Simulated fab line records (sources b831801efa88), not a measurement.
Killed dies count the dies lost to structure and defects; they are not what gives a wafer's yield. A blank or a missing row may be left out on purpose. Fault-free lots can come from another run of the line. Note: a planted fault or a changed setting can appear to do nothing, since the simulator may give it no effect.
Which tool was responsible? + flow sky130 + 10 lots with 30 wafers sampled at 2 steps, on a route of 708 steps

== WHAT THE GAUGES READ, wafer by wafer ==
SKY_VIA4_OVL_MEAS_11.
| lot  | measured     | on         | VIA4_OVL (nm)  |
|------|--------------|------------|----------------|
| L745 | day 43 17:43 | overlay-01 | 2.2 0.9 1.5    |
| L746 | day 43 23:13 | overlay-01 | 0.3 -1.2 1.2   |
| L747 | day 44 02:01 | overlay-02 | -1.5 -2.6 -3.8 |
| L755 | day 46 07:29 | overlay-01 | -1.9 -1.1 -0.3 |
| L757 | day 47 00:19 | overlay-01 | -0.3 -0.7 -2.9 |
| L759 | day 47 04:43 | overlay-01 | 0.3 0.3 0.8    |
| L761 | day 47 16:31 | overlay-02 | -1.0 -1.5 -2.4 |
| L763 | day 48 04:35 | overlay-01 | -1.9 -1.8 -0.2 |
| L764 | day 48 11:28 | overlay-01 | -1.6 -2.4 -1.2 |
| L765 | day 48 13:49 | overlay-02 | -4.2 -2.2 -0.5 |

== WHAT TOOL EACH LOT RAN ON (gives the tool, then ch and the chambers of the sampled wafers, and finally the start) ==
| lot  | SKY_CAP2M_STRIP_14                   |
|------|--------------------------------------|
| L745 | plasma-asher-02 ch 0,1, day 41 16:56 |
| L746 | plasma-asher-02 ch 0, day 41 22:26   |
| L747 | plasma-asher-04 ch 0,1, day 42 01:47 |
| L755 | plasma-asher-02 ch 0,1, day 44 11:01 |
| L757 | plasma-asher-03 ch 0,1, day 45 05:05 |
| L759 | plasma-asher-02 ch 0,1, day 45 10:23 |
| L761 | plasma-asher-02 ch 0,1, day 45 22:35 |
| L763 | plasma-asher-04 ch 0,1, day 46 10:52 |
| L764 | plasma-asher-04 ch 0,1, day 46 19:30 |
| L765 | plasma-asher-03 ch 0,1, day 46 21:55 |
- SKY_CAP2M_STRIP_14: strips in O2/N2.

== AS READ BY THE TOOLS THEMSELVES (means over the sampled wafers that have a number; for cases with no such wafer, the mark the record gives instead) ==
SKY_CAP2M_STRIP_14.
| lot  | tool            | chamber-pressure-mTorr (mTorr) | drypump-motor-current-A (A) | oes-product-au (a.u.) | strip-time-to-endpoint-s (s) |
|------|-----------------|--------------------------------|-----------------------------|-----------------------|------------------------------|
| L745 | plasma-asher-02 | 1500.2                         | 5.4                         | 0.711                 | 12.65                        |
| L746 | plasma-asher-02 | 1499.9                         | 5.9                         | 0.714                 | 12.61                        |
| L747 | plasma-asher-04 | 1499.5                         | 6.0                         | 0.711                 | 12.61                        |
| L755 | plasma-asher-02 | 1501.2                         | 5.6                         | 0.713                 | 12.69                        |
| L757 | plasma-asher-03 | 1501.2                         | 6.2                         | 0.710                 | 12.68                        |
| L759 | plasma-asher-02 | 1499.0                         | 5.3                         | 0.716                 | 12.67                        |
| L761 | plasma-asher-02 | 1499.5                         | 5.6                         | 0.705                 | 12.65                        |
| L763 | plasma-asher-04 | 1499.9                         | 6.2                         | 0.712                 | 12.64                        |
| L764 | plasma-asher-04 | 1500.7                         | 6.1                         | 0.713                 | 12.67                        |
| L765 | plasma-asher-03 | 1498.9                         | 6.2                         | 0.707                 | 12.63                        |

== THE ANSWER, worked out from the rows above alone ==
Rule: what is usual is taken from the lots themselves. Put in order of their means at a reading, lots are off if they are a third of the lots or fewer, leave a main group of 4 or more, and stand apart from it by a gap of 3 or more times the standard deviation of the main group's means; of several such gaps the widest counts. If all means in a main group match to the digits the tables above print for the reading, that group is not used. A lot without any number at a reading at which 4 lots or more have one is off too. Any other lot the step has rows for is counted as sound. Order of review: gauges by route order, followed by the tools' own readings, for which a lot's mean as printed above is used. At the first step where some lot is off, the reading lying furthest off is the one used; lots without a number count as furthest.
Across all readings shown, no lot is off: no conclusion can be drawn from this.

== WHAT THE SIMULATOR PUT IN ==
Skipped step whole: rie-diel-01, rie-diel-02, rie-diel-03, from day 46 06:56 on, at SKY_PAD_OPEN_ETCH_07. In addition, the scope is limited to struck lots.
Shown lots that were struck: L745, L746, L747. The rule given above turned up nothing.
